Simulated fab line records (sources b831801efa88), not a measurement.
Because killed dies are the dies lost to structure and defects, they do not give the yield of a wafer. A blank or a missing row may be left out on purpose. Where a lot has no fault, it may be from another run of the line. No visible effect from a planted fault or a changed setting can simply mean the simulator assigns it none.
A single fault, viewed from 2 desks / flow gf180mcu / each desk has only its own numbers; what lay behind them comes last

== DESK OF THE TOOL OWNER: implanter-02 ==
GF_NSD_IMPLANT_10, tool's own readings: per-lot mean of the sampled wafers with a number, covering each lot this tool ran. The brackets show how far a lot's mean lies from the usual mean; more than 4 standard deviations puts the lot out of limits, marked OUT.
Columns: A = doseIonsCm2 at GF_NSD_IMPLANT_10, usual 4.998e+14; B = endStationPressureTorr at GF_NSD_IMPLANT_10, usual 7.3e-06 Torr; C = faradayCurrentUA at GF_NSD_IMPLANT_10, usual 2783
lot=L915; first seen here=day 15 13:46; A=5.000e+14; B=7.2e-06; C=2789
lot=L924; first seen here=day 18 20:01; A=4.995e+14; B=7.1e-06; C=2745
lot=L927; first seen here=day 20 01:06; A=7.552e+14 (+99 or more) OUT; B=8.6e-06; C=4148 (+27) OUT
lot=L928; first seen here=day 20 07:51; A=7.545e+14 (+99 or more) OUT; B=8.5e-06; C=4229 (+29) OUT
Finding of this desk: L927, L928 out of limits; the first was L927 at day 20 01:06, on doseIonsCm2 at GF_NSD_IMPLANT_10. In limits: L915, L924.

== FROM THE METROLOGY DESK ==
Lot by lot, what the gauges showed, no matter which tool ran the lot: averages of those sampled wafers that carry a number. The brackets show how far a lot's mean lies from the usual mean; more than 4 standard deviations puts the lot out of limits, marked OUT.
Columns: A = HV_LDD_CVD_56_THK at GF_HV_LDD_THK_MEAS_57, usual 89.5 nm; B = NSD_RS at GF_PSD_RS_MEAS_14, usual 45.90 ohm/sq; C = SALICIDE_TIN_RS at GF_SALICIDE_RS_MEAS_04, usual 16.4 ohm/sq
lot=L911; first seen here=day 13 13:19; A=90.2; B=45.81; C=16.0
lot=L915; first seen here=day 14 16:31; A=89.5; B=45.88; C=16.7
lot=L916; first seen here=day 15 04:47; A=89.6; B=45.93; C=16.2
lot=L919; first seen here=day 16 04:17; A=88.8; B=46.07; C=16.0
lot=L920; first seen here=day 16 18:34; A=88.4; B=45.96; C=16.4
lot=L923; first seen here=day 17 13:52; A=89.6; B=45.70; C=16.7
lot=L924; first seen here=day 17 19:43; A=88.7; B=45.85; C=16.9
lot=L927; first seen here=day 19 00:50; A=89.8; B=43.14 (-29) OUT; C=16.2
lot=L928; first seen here=day 19 07:33; A=89.2; B=43.12 (-29) OUT; C=16.3
lot=L930; first seen here=day 19 20:01; A=90.3; B=45.97; C=16.2
lot=L931; first seen here=day 20 07:16; A=89.8; B=45.96; C=16.5
This desk reports L927, L928 out of limits; the earliest was L927 at day 21 01:50 (NSD_RS at GF_PSD_RS_MEAS_14). In limits: L911, L915, L916, L919, L920, L923, L924, L930, L931.

== TAKEN TOGETHER ==
The tool owner's desk had the chance to raise an alarm at day 20 01:06 on L927, L928.
On L927, L928, the metrology desk was in a position to raise an alarm at day 21 01:50.
On implanter-02, each named lot ran GF_NSD_IMPLANT_10.

== WHAT THE SIMULATOR HAD INSERTED ==
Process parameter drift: implanter-02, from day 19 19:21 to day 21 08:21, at GF_NSD_IMPLANT_10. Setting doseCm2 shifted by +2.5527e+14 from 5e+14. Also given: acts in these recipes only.
Lots struck among those shown: L927, L928.
Hours from the fault's start to each desk's first reading out of limits: the tool owner's desk, 6; the metrology desk, 30.
